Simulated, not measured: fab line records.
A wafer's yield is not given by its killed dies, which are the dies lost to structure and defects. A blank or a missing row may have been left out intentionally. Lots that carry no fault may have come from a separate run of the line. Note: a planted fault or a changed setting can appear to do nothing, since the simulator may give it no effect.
A lot that was struck, set against a sound lot | flow sky130 | 17 steps out of a route of 708
Sound: these wafers, L249.2, L249.5, L249.6. Struck: wafer L259.2. (L259.1 of the same lot was not struck and is left out.) The cause comes at the end.
At each step with rows: each side's tool, then ch and its chambers, then its first start. Under that, the readings that differ: sound wafers | struck wafers | difference of the means | sigmas: that difference in standard deviations of wafers without a fault.
alike: same words and numbers on both sides, and readings whose means sit less than 2 such deviations apart. not compared: any withheld reading, any reading some wafer has no value for, any bound like >300 that may hide the same value, and any number with overlapping values for which the record gives no deviation.
Wherever a step has rows on one side only, a row that says differs or no value, or a row with sigmas, the two part there. Numbers that don't overlap but have no deviation are shown without sigmas and don't part them. A reading missing from all wafers of one side parts the sides only when that side holds two or more wafers.

SKY_LOCAL_INTERCONNECT_RS_MEAS_01: measurement is done with a four-point probe.
  sound on film metro-02, day 30 15:15; struck on film metro-04, day 33 22:58
  alike: LOCAL_INTERCONNECT_TIN_RS
SKY_LOCAL_INTERCONNECT_THK_MEAS_02: measures by xrf.
  sound on film metro-02, day 30 15:22; struck on film metro-04, day 33 23:05
  alike: LOCAL_INTERCONNECT_TIN_THK
then, 8 steps without rows for these wafers: SKY_LOCAL_INTERCONNECT_DEHYDRATE_03 (time 60 s); SKY_LOCAL_INTERCONNECT_HMDS_04 (prime time 60 s); SKY_LOCAL_INTERCONNECT_COAT_05 (resist thk 60 nm); SKY_LOCAL_INTERCONNECT_COAT_06 (resist thk 450 nm); SKY_LOCAL_INTERCONNECT_SOFTBAKE_07 (time 90 s); SKY_LOCAL_INTERCONNECT_EXPOSE_08 (exposes mask LI1M, target cd 170 nm); SKY_LOCAL_INTERCONNECT_PEB_09; SKY_LOCAL_INTERCONNECT_DEVELOP_10 (develop time 60 s).
SKY_LOCAL_INTERCONNECT_CD_MEAS_11 targets a cd of 170 nm.
  sound on cd sem-01, day 31 19:22; struck on cd sem-02, day 35 01:44
  reading    | sound             | struck | difference | sigmas
  cd nm (nm) | 172.4 173.8 173.5 | 169.1  | -4.1       | -3
SKY_LOCAL_INTERCONNECT_OVL_MEAS_12:
  sound on overlay-01, day 31 19:28; struck on overlay-02, day 35 01:52
  alike: LOCAL_INTERCONNECT_OVL
SKY_LOCAL_INTERCONNECT_ETCH_13: etches BARC in N2/H2, stops on SiO2, time 45.9 s, target depth 60 nm.
  sound on rie metal-01 ch 0,1, day 31 19:30; struck on rie metal-01 ch 0, day 35 01:54
  reading                                                   | sound             | struck | difference | sigmas
  oes product au (a.u.)                                     | 0.861 0.859 0.855 | 0.731  | -0.127     | -29
  run length s (s)                                          | 75.1 73.8 75.0    | 90.1   | +15.5      | +29
  model.KrF-thick_of_LOCAL_INTERCONNECT_COAT_06.thk nm (nm) | 394 393.1 395.2   | 379.7  | -14.4      |
  model.LOCAL_INTERCONNECT.cd nm (nm)                       | 174 173.7 174.9   | 164.6  | -9.6       |
  model.SiO2_of_SONOS_ONO_CVD_04.thk nm (nm)                | 4.159 4.151 4.188 | 3.292  | -0.874     |
  alike: drypump motor current A, throttle valve pct
  not compared: rf hours counter h
SKY_LOCAL_INTERCONNECT_METAL_ETCH_14: etches TiN in Cl2/BCl3, stops on PSG, target depth 110 nm, time 31.4 s.
  sound on rie metal-01 ch 0,1, day 31 19:34; struck on rie metal-01 ch 0, day 35 01:58
  reading                                                   | sound         | struck | difference | sigmas
  model.KrF-thick_of_LOCAL_INTERCONNECT_COAT_06.thk nm (nm) | 351.8 349 353 | 334.8  | -16.5      |
  alike: drypump motor current A, mfc cl2 sccm, oes product au, run length s, throttle valve pct
  not compared: rf hours counter h
SKY_LOCAL_INTERCONNECT_STRIP_15: strips in O2/N2.
  sound on plasma asher-02 ch 0,1, day 31 19:37; struck on plasma asher-01 ch 1, day 35 02:01
  reading                      | sound             | struck | difference | sigmas
  oes product au (a.u.)        | 0.424 0.428 0.435 | 0.414  | -0.015     | -3
  strip time to endpoint s (s) | 4.754 4.725 4.755 | 4.596  | -0.149     | -5
  alike: drypump motor current A
  not compared: rf hours counter h
then, 2 steps without rows for these wafers: SKY_LOCAL_INTERCONNECT_STRIP_16 (strips in post etch residue remover, time 1200 s); SKY_PAD_OPEN_PROBE_99.

## WHERE THEY PART
Last at SKY_LOCAL_INTERCONNECT_STRIP_15 as far as this record goes, first at SKY_LOCAL_INTERCONNECT_CD_MEAS_11.

WHY: what had been put in by the simulator
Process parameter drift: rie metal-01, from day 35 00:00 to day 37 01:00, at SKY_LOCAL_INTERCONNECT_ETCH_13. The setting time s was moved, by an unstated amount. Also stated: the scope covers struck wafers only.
